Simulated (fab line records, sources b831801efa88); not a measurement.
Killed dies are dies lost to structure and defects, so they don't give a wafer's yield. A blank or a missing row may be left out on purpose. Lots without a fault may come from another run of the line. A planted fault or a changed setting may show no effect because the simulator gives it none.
fab line records | flow sky130 | part 1 of 2: steps 1 to 22 of 23
record lots=7 wafers=21 last_day=50
route steps=708 shown CAPM@548 METAL3@555 PAD_OPEN@708
lots that met no fault: from a run of the same line without faults
start_h: hours from the record's first day to the start of the lot's first wafer shown | wait_h: hours since the lot's step before | " the same as in the row above | L1.1+2: a row that stands for several wafers | - no value, or no start given | * or withheld: withheld | < > ~ a bound
route shown NAME@n: a module of which the file shows steps, and the number in the route of the first | usual: mean/standard deviation of fault-free wafers | same: alike in all rows | chamber/n: place in a boat | sites: the reading at each site | _std_site: their standard deviation | _edge_site: outer sites' mean less inner sites' | radius_mm: how far each site lies from the wafer's centre | mask NAME#n: copy n | behind: the tool/chamber that last shaped the wafer | hold: why the lot was held/for how many hours/how that ended | device: the transistor (n, p or np) that didn't switch | end of line: the same wafers' tests at the end of the route | a step without rows: its recipe alone | killed: dies lost to structure and defects at the first sort, not the wafer's yield | map: a wafer's dies, x killed, . not, _ none there
set.NAME: the setting as run; set.NAME@STEP: as run at that earlier step | model.NAME: the simulator's own value behind a step, which no gauge read
lots at some steps of the route; a table a step, a row a wafer
services: from which hour (start_h, from the record's first day; less than 0 if before it) a tool's chamber was out of use, for how many hours, and why
## steps
# step SKY_CAPM_DEVELOP_11
# recipe resist=NOVOLAK developer=TMAH develop_time_s=60 dev_temp_c=23
# step SKY_CAPM_OVL_MEAS_12
# usual CAPM_OVL=-0.2/1.5
# columns lot.wafer tool chamber start_h wait_h CAPM_OVL[nm]
L195.2 overlay-02 - 867.81 0.1 1.9
L195.4 " - " " 1.0
L195.5 " - " " 0.9
L197.1 overlay-01 - 884.05 0.1 -0.6
L197.3 " - " " -3.5
L197.6 " - " " -1.5
L206.1 overlay-01 - 969.81 0.1 -1.0
L206.3 " - " " 0.3
L206.5 " - " " -1.1
L207.1 overlay-01 - 979.40 0.1 -0.9
L207.2 " - " " 0.5
L207.6 " - " " -0.6
L208.2 overlay-01 - 982.81 0.1 1.7
L208.4 " - " " 0.2
L208.6 " - " " 2.3
L212.2 overlay-01 - 999.11 0.1 0.9
L212.4 " - " " 1.4
L212.6 " - " " -0.2
L218.2 overlay-01 - 1032.16 0.1 0.1
L218.4 " - " " 0.6
L218.6 " - " " 1.4
# step SKY_CAPM_METAL_ETCH_13
# recipe target_depth_nm=220 stop_on=SiO2 chemistry=Cl2/BCl3 target=TiN pressure_mtorr=10 icp_w=900 bias_w=48.5 Cl2_flow_sccm=60 bcl3_flow_sccm=30 time_s=62.9
# usual bias_w=48.50/0.16 drypump_motor_current_A=5.8/0.55 oes_product_au=0.942/0.0066 throttle_valve_pct=21.902/0.0098
# columns lot.wafer tool chamber start_h wait_h bias_w drypump_motor_current_A oes_product_au rf_hours_counter_h throttle_valve_pct
L195.2 rie_metal-01 0 867.84 0.0 48.59 6.4 0.937 1 21.912
L195.4 " 1 " " 48.28 5.5 0.943 - 21.901
L195.5 " 0 " " 48.42 6.4 0.948 - 21.897
L197.1 rie_metal-02 1 884.08 0.0 48.50 5.5 0.949 4 21.908
L197.3 " 1 " " 48.70 5.5 0.935 - 21.895
L197.6 " 0 " " 48.30 4.7 0.936 - 21.913
L206.1 rie_metal-03 1 969.84 0.0 48.52 6.3 0.942 14 21.891
L206.3 " 0 " " 48.54 6.1 0.946 - 21.906
L206.5 " 0 " " 48.45 6.0 0.940 - 21.892
L207.1 rie_metal-03 0 979.44 0.0 48.58 6.0 0.927 13 21.911
L207.2 " 1 " " 48.62 6.3 0.936 14 21.903
L207.6 " 0 " " 48.74 6.1 0.947 - 21.925
L208.2 rie_metal-01 0 982.84 0.0 48.48 6.4 0.947 6 21.910
L208.4 " 1 " " 48.24 5.5 0.942 - 21.904
L208.6 " 1 " " 48.12 5.5 0.942 - 21.901
L212.2 rie_metal-01 0 999.14 0.0 48.53 6.4 0.938 7 21.917
L212.4 " 0 " " 48.79 6.4 0.942 - 21.909
L212.6 " 0 " " 48.49 6.4 0.942 - 21.916
L218.2 rie_metal-01 1 1032.19 0.0 48.46 5.5 0.928 21 21.892
L218.4 " 0 " " 48.61 6.4 0.938 - 21.904
L218.6 " 1 " " 48.56 5.5 0.943 - 21.908
# step SKY_CAPM_STRIP_14
# recipe chemistry=O2/N2 power_w=1400 pressure_mtorr=1500 platen_temp_c=withheld o2_flow_sccm=3000 n2_flow_sccm=300 overash_fraction=0.5
# usual drypump_motor_current_A=5.78/0.3 oes_product_au=0.710/0.0047 strip_time_to_endpoint_s=12.68/0.046
# columns lot.wafer tool chamber start_h wait_h drypump_motor_current_A oes_product_au rf_hours_counter_h strip_time_to_endpoint_s
L195.2 plasma_asher-04 0 867.92 0.1 5.80 0.707 12 12.68
L195.4 " 0 " " 5.84 0.707 - 12.67
L195.5 " 1 " " 5.78 0.708 - 12.63
L197.1 plasma_asher-04 0 884.16 0.1 5.86 0.711 14 12.64
L197.3 " 1 " " 5.75 0.715 - 12.68
L197.6 " 0 " " 5.84 0.712 - 12.67
L206.1 plasma_asher-04 1 969.92 0.1 5.76 0.718 23 12.69
L206.3 " 0 " " 5.86 0.707 - 12.61
L206.5 " 1 " " 5.75 0.720 - 12.59
L207.1 plasma_asher-04 0 979.51 0.1 5.88 0.716 24 12.69
L207.2 " 1 " " 5.75 0.713 24 12.68
L207.6 " 1 " " 5.77 0.701 - 12.66
L208.2 plasma_asher-03 1 982.92 0.1 5.87 0.707 109 12.72
L208.4 " 1 " " 5.88 0.706 - 12.80
L208.6 " 0 " " 6.25 0.705 - 12.71
L212.2 plasma_asher-04 0 999.22 0.1 5.87 0.706 26 12.71
L212.4 " 0 " " 5.86 0.709 - 12.71
L212.6 " 1 " " 5.76 0.707 - 12.68
L218.2 plasma_asher-01 1 1032.26 0.1 5.30 0.716 93 12.64
L218.4 " 0 " " 5.40 0.699 - 12.65
L218.6 " 0 " " 5.41 0.715 - 12.68
# step SKY_CAPM_STRIP_15
# recipe chemistry=post_etch_residue_remover time_s=1200 temp_c=72.5
# step SKY_CAPM_CLEAN_16
# recipe chemistry=IPA time_s=180 temp_c=25
# step SKY_CAPM_CLEAN_17
# recipe chemistry=O3/DIW dry=n2_spin
# step SKY_METAL3_DEHYDRATE_05
# recipe temp_c=200 time_s=60
# step SKY_METAL3_HMDS_06
# recipe prime_time_s=60 prime_temp_c=120
# step SKY_METAL3_COAT_07
# recipe resist=BARC temp_c=withheld time_s=withheld spin_rpm=3000 resist_thk_nm=60
# step SKY_METAL3_COAT_08
# recipe resist=KrF-thick spin_rpm=3000 resist_thk_nm=1140
# step SKY_METAL3_SOFTBAKE_09
# recipe temp_c=100 time_s=90 resist=KrF-thick
# step SKY_METAL3_EXPOSE_10
# recipe mask_id=MM3 na=0.68 source_shape=annular sigma_inner=0.4 sigma_outer=0.8 target_cd_nm=300 dose_mj=28
# usual exposure_dose_mJ_cm2=27.96/0.043 focus_offset_nm=-0.1/0.51 reticle_temp_C=22.99/0.11
# columns lot.wafer tool chamber start_h wait_h mask exposure_dose_mJ_cm2 focus_offset_nm reticle_temp_C
L195.2 krf_scanner-02 0 881.52 - MM3#0 28.02 -0.9 23.08
L195.4 " 0 " " MM3#0 27.97 -0.6 22.93
L195.5 " 0 " " MM3#0 28.01 -0.9 22.94
L197.1 krf_scanner-01 0 897.25 - MM3#0 27.88 -0.8 23.07
L197.3 " 0 " " MM3#0 27.89 0.1 23.03
L197.6 " 0 " " MM3#0 27.92 -0.1 23.19
L206.1 krf_scanner-01 0 982.65 - MM3#0 26.58 -0.5 23.13
L206.3 " 0 " " MM3#0 26.57 -0.1 23.04
L206.5 " 0 " " MM3#0 26.60 -1.0 23.04
L207.1 krf_scanner-01 0 991.75 - MM3#0 26.60 0.6 22.87
L207.2 " 0 " " MM3#0 26.65 1.1 22.95
L207.6 " 0 " " MM3#0 26.60 -0.3 23.05
L208.2 krf_scanner-01 0 995.17 - MM3#0 26.86 -0.5 22.87
L208.4 " 0 " " MM3#0 26.89 0.4 22.99
L208.6 " 0 " " MM3#0 26.89 0.0 23.14
L212.2 krf_scanner-02 0 1012.99 - MM3#0 28.05 -1.0 22.85
L212.4 " 0 " " MM3#0 28.04 -0.5 23.05
L212.6 " 0 " " MM3#0 27.99 -0.3 22.95
L218.2 krf_scanner-02 0 1044.12 - MM3#0 27.98 0.3 22.84
L218.4 " 0 " " MM3#0 27.97 -0.5 23.05
L218.6 " 0 " " MM3#0 28.00 -0.3 22.85
# step SKY_METAL3_PEB_11
# recipe peb_temp_c=withheld peb_time_s=withheld resist=KrF-thick
# step SKY_METAL3_DEVELOP_12
# recipe develop_time_s=60 resist=KrF-thick dev_temp_c=21
# step SKY_METAL3_CD_MEAS_13
# recipe target_cd_nm=300
# usual cd_nm=300.1/1.8
# columns lot.wafer tool chamber start_h wait_h cd_nm
L195.2 cd_sem-01 - 893.84 - 301.8
L195.4 " - " " 300.8
L195.5 " - " " 299.8
L197.1 cd_sem-01 - 910.26 - 300.7
L197.3 " - " " 301.4
L197.6 " - " " 300.0
L206.1 cd_sem-01 - 994.00 - 308.0
L206.3 " - " " 309.4
L206.5 " - " " 308.3
L207.1 cd_sem-01 - 1003.66 - 309.6
L207.2 " - " " 308.4
L207.6 " - " " 308.5
L208.2 cd_sem-01 - 1007.57 - 305.4
L208.4 " - " " 305.1
L208.6 " - " " 305.7
L212.2 cd_sem-02 - 1024.04 - 299.4
L212.4 " - " " 299.9
L212.6 " - " " 299.5
L218.2 cd_sem-02 - 1055.03 - 301.7
L218.4 " - " " 300.1
L218.6 " - " " 302.2
# step SKY_METAL3_OVL_MEAS_14
# usual METAL3_OVL=-3/5.4
# columns lot.wafer tool chamber start_h wait_h METAL3_OVL[nm]
L195.2 overlay-01 - 893.95 0.1 -9
L195.4 " - " " -11
L195.5 " - " " -16
L197.1 overlay-01 - 910.38 0.1 2
L197.3 " - " " 1
L197.6 " - " " -8
L206.1 overlay-01 - 994.14 0.1 -8
L206.3 " - " " -3
L206.5 " - " " -5
L207.1 overlay-02 - 1003.78 0.1 -1
L207.2 " - " " 5
L207.6 " - " " 2
L208.2 overlay-02 - 1007.67 0.1 -9
L208.4 " - " " -16
L208.6 " - " " -6
L212.2 overlay-02 - 1024.15 0.1 3
L212.4 " - " " -6
L212.6 " - " " -2
L218.2 overlay-01 - 1055.13 0.1 1
L218.4 " - " " 2
L218.6 " - " " -3
# step SKY_METAL3_DESCUM_15
# recipe chemistry=O2 source_power_w=150 bias_power_w=0 pressure_mtorr=10 temp_c=40 time_s=8
# usual drypump_motor_current_A=6.02/0.28 oes_product_au=1.003/0.01
# columns lot.wafer tool chamber start_h wait_h drypump_motor_current_A oes_product_au rf_hours_counter_h model.METAL3.cd_nm
L195.2 rie_metal-03 0 893.98 0.0 6.05 0.999 9 301.7
L195.4 " 1 " " 6.24 0.992 - 300.6
L195.5 " 0 " " 6.05 1.000 - 300.3
L197.1 rie_metal-01 0 910.41 0.0 6.41 1.000 2 300.7
L197.3 " 0 " " 6.41 1.002 - 301.3
L197.6 " 1 " " 5.48 0.997 - 300.1
L206.1 rie_metal-03 0 994.18 0.0 6.03 1.004 13 309
L206.3 " 1 " " 6.23 1.002 - 309.8
L206.5 " 0 " " 6.04 0.998 - 308.6
L207.1 rie_metal-04 0 1003.81 0.0 5.80 1.007 16 309.3
L207.2 " 1 " " 6.07 1.009 17 308.4
L207.6 " 0 " " 5.81 1.002 - 308.7
L208.2 rie_metal-04 1 1007.70 0.0 6.06 1.013 17 306
L208.4 " 1 " " 6.07 1.019 - 305.1
L208.6 " 0 " " 5.83 1.009 - 305.4
L212.2 rie_metal-04 0 1024.19 0.0 5.82 1.020 - 299.7
L212.4 " 0 " " 5.79 1.016 - 300.1
L212.6 " 0 " " 5.81 1.012 - 299.4
L218.2 rie_metal-03 0 1055.16 0.0 6.05 1.006 17 301.6
L218.4 " 0 " " 6.05 1.007 - 300.1
L218.6 " 0 " " 6.07 1.009 - 301.8
# step SKY_METAL3_ETCH_16
# recipe chemistry=N2/H2 target=BARC ion_energy_ev=200 bias_w=100 pressure_mtorr=30 n2_flow_sccm=100 h2_flow_sccm=200 icp_w=500 stop_on=SiO2 time_s=88.2 target_depth_a=600
# usual bias_w=100.0/0.32 drypump_motor_current_A=6.03/0.28 oes_product_au=0.626/0.0042 throttle_valve_pct=13.205/0.0091
# columns lot.wafer tool chamber start_h wait_h bias_w drypump_motor_current_A oes_product_au rf_hours_counter_h throttle_valve_pct
L195.2 rie_metal-03 0 894.01 0.0 100.3 6.04 0.623 9 13.211
L195.4 " 1 " " 99.9 6.27 0.623 - 13.203
L195.5 " 0 " " 100.0 6.05 0.623 - 13.219
L197.1 rie_metal-01 0 910.44 0.0 99.7 6.42 0.631 2 13.208
L197.3 " 0 " " 100.0 6.41 0.622 - 13.200
L197.6 " 1 " " 99.8 5.50 0.633 - 13.213
L206.1 rie_metal-03 0 994.21 0.0 100.0 6.03 0.629 13 13.203
L206.3 " 1 " " 99.3 6.24 0.626 - 13.193
L206.5 " 0 " " 100.1 6.06 0.627 - 13.217
L207.1 rie_metal-04 0 1003.84 0.0 99.3 5.78 0.627 16 13.194
L207.2 " 1 " " 100.3 6.09 0.625 17 13.194
L207.6 " 0 " " 99.7 5.81 0.622 - 13.203
L208.2 rie_metal-04 1 1007.73 0.0 99.7 6.08 0.621 17 13.207
L208.4 " 1 " " 100.1 6.08 0.629 - 13.208
L208.6 " 0 " " 100.4 5.83 0.623 - 13.213
L212.2 rie_metal-04 0 1024.28 0.1 99.7 5.82 0.618 - 13.207
L212.4 " 0 " " 100.0 5.82 0.617 - 13.205
L212.6 " 0 " " 100.0 5.82 0.629 - 13.216
L218.2 rie_metal-03 0 1055.20 0.0 100.0 6.06 0.617 17 13.214
L218.4 " 0 " " 99.5 6.04 0.623 - 13.194
L218.6 " 0 " " 100.1 6.06 0.627 - 13.206
# step SKY_METAL3_ETCH_17
# recipe target=SiO2 stop_on=TiN chemistry=C4F8/O2/Ar source_w=1500 bias_w=1200 pressure_mtorr=40 c4f8_flow_sccm=withheld O2_flow_sccm=6 Ar_flow_sccm=300 time_s=3.9 target_depth_a=150
# usual bias_w=1200/3.8 oes_product_au=0.753/0.0066
# columns lot.wafer tool chamber start_h wait_h bias_w oes_product_au rf_hours_counter_h
L195.2 rie_diel-04 3 894.11 0.1 1201 0.747 16
L195.4 " 0 " " 1204 0.745 12
L195.5 " 3 " " 1202 0.757 -
L197.1 rie_diel-04 2 910.54 0.1 1204 0.739 19
L197.3 " 1 " " 1206 0.747 11
L197.6 " 2 " " 1199 0.763 -
L206.1 rie_diel-04 2 994.31 0.1 1204 0.748 21
L206.3 " 0 " " 1200 0.752 14
L206.5 " 1 " " 1204 0.761 -
L207.1 rie_diel-02 3 1003.94 0.1 1202 0.752 6
L207.2 " 2 " " 1201 0.751 10
L207.6 " 3 " " 1204 0.759 -
L208.2 rie_diel-02 0 1007.83 0.1 1194 0.752 9
L208.4 " 2 " " 1201 0.758 10
L208.6 " 3 " " 1203 0.759 -
L212.2 rie_diel-03 0 1024.44 0.1 1207 0.748 22
L212.4 " 1 " " 1200 0.755 7
L212.6 " 1 " " 1198 0.754 -
L218.2 rie_diel-02 2 1055.29 0.1 1208 0.747 12
L218.4 " 3 " " 1200 0.763 -
L218.6 " 2 " " 1204 0.759 -
# step SKY_METAL3_METAL_ETCH_18
# recipe target_depth_a=8450 stop_on=SiO2 over_etch_frac=0.3 time_s=183.1 chemistry=Cl2/BCl3 resist_sidewall_deg=88 pressure_mtorr=10 icp_w=900 bias_w=48.5 Cl2_flow_sccm=60 bcl3_flow_sccm=30
# usual bias_w=48.50/0.12 drypump_motor_current_A=6.0/0.34 oes_product_au=0.867/0.0064 throttle_valve_pct=22.265/0.0097
# columns lot.wafer tool chamber start_h wait_h bias_w drypump_motor_current_A oes_product_au rf_hours_counter_h throttle_valve_pct model.METAL3.cd_nm
L195.2 rie_metal-01 0 894.13 0.0 48.45 6.4 0.864 2 22.277 299.2
L195.4 " 0 " " 48.52 6.4 0.856 - 22.265 301
L195.5 " 0 " " 48.44 6.4 0.875 - 22.279 296.7
L197.1 rie_metal-03 1 910.56 0.0 48.52 6.3 0.856 11 22.269 310.7
L197.3 " 0 " " 48.39 6.1 0.880 - 22.257 300.6
L197.6 " 0 " " 48.43 6.0 0.871 - 22.277 296.4
L206.1 rie_metal-01 1 994.33 0.0 48.44 5.5 0.859 19 22.271 308.9
L206.3 " 1 " " 48.41 5.5 0.855 - 22.269 310.9
L206.5 " 0 " " 48.52 6.4 0.867 - 22.275 307.7
L207.1 rie_metal-01 1 1003.96 0.0 48.68 5.5 0.861 19 22.252 311
L207.2 " 0 " " 48.47 6.4 0.863 8 22.248 314.5
L207.6 " 0 " " 48.55 6.4 0.855 - 22.264 313.2
L208.2 rie_metal-01 0 1007.85 0.0 48.53 6.4 0.869 8 22.269 311
L208.4 " 0 " " 48.48 6.4 0.865 - 22.260 309.2
L208.6 " 1 " " 48.70 5.5 0.868 - 22.259 309.5
L212.2 rie_metal-03 1 1024.46 0.0 48.44 6.2 0.873 17 22.279 305.8
L212.4 " 1 " " 48.38 6.2 0.873 - 22.274 309.6
L212.6 " 1 " " 48.40 6.2 0.860 - 22.259 306.2
L218.2 rie_metal-01 1 1055.31 0.0 48.43 5.5 0.875 22 22.246 306.7
L218.4 " 0 " " 48.52 6.4 0.867 - 22.261 303.6
L218.6 " 0 " " 48.38 6.4 0.869 - 22.272 308
# step SKY_METAL3_STRIP_19
# recipe chemistry=O2/N2 power_w=1400 pressure_mtorr=1500 platen_temp_c=withheld o2_flow_sccm=3000 n2_flow_sccm=300 overash_fraction=0.5
# usual drypump_motor_current_A=5.5/0.45 oes_product_au=0.501/0.0062 strip_time_to_endpoint_s=6.51/0.098
# columns lot.wafer tool chamber start_h wait_h drypump_motor_current_A oes_product_au rf_hours_counter_h strip_time_to_endpoint_s
L195.2 plasma_asher-02 0 894.31 0.1 5.7 0.506 48 6.51
L195.4 " 0 " " 5.7 0.505 - 6.55
L195.5 " 0 " " 5.7 0.505 - 6.53
L197.1 plasma_asher-02 1 910.74 0.1 4.7 0.504 49 6.55
L197.3 " 1 " " 4.8 0.499 - 6.44
L197.6 " 0 " " 5.7 0.493 - 6.45
L206.1 plasma_asher-01 0 994.51 0.1 5.4 0.501 89 6.58
L206.3 " 0 " " 5.4 0.500 - 6.59
L206.5 " 0 " " 5.4 0.503 - 6.51
L207.1 plasma_asher-03 1 1004.14 0.1 5.9 0.496 111 6.51
L207.2 " 0 " " 6.2 0.498 111 6.45
L207.6 " 0 " " 6.2 0.497 - 6.46
L208.2 plasma_asher-02 1 1008.03 0.1 4.7 0.492 57 6.47
L208.4 " 0 " " 5.7 0.491 - 6.47
L208.6 " 1 " " 4.7 0.501 - 6.54
L212.2 plasma_asher-01 0 1024.64 0.1 5.4 0.509 92 6.56
L212.4 " 1 " " 5.3 0.498 - 6.48
L212.6 " 1 " " 5.3 0.505 - 6.61
L218.2 plasma_asher-01 1 1055.49 0.1 5.3 0.509 96 6.60
L218.4 " 1 " " 5.3 0.509 - 6.53
L218.6 " 0 " " 5.4 0.505 - 6.57
## key
first_sign step=SKY_METAL3_EXPOSE_10 reading=exposure_dose_mJ_cm2 direction=down sigmas=29 usual=* struck=*
effect step=SKY_METAL3_CD_MEAS_13 reading=cd_nm direction=up sigmas=4.1 usual=300.1 struck=307.6 through=control_loop
model_effect step=SKY_METAL3_DESCUM_15 value=METAL3.cd_nm without=299.6 struck=307.8
model_effect step=SKY_METAL3_METAL_ETCH_18 value=METAL3.cd_nm without=302.5 struck=310.7
model_effect step=SKY_PAD_OPEN_PROBE_99 value=etest.met3.width_nm without=301.5 struck=309.7
met_at SKY_METAL3_EXPOSE_10
struck_wafers L206.1,L206.3,L206.5,L207.1,L207.2,L207.6,L208.2,L208.4,L208.6
loop_trim step=SKY_METAL3_EXPOSE_10 setting=dose lots=L208
onset_between 897.25 982.65
fault kind=process_parameter_drift tool=krf_scanner-01 chamber=- onset_h=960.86 steps=SKY_METAL3_EXPOSE_10 channel=dose_mj offset=-1.3352 shape=step acts_in=these_recipes_only stated=28
# loop_trim: a control loop set the setting to another value than it would have without faults
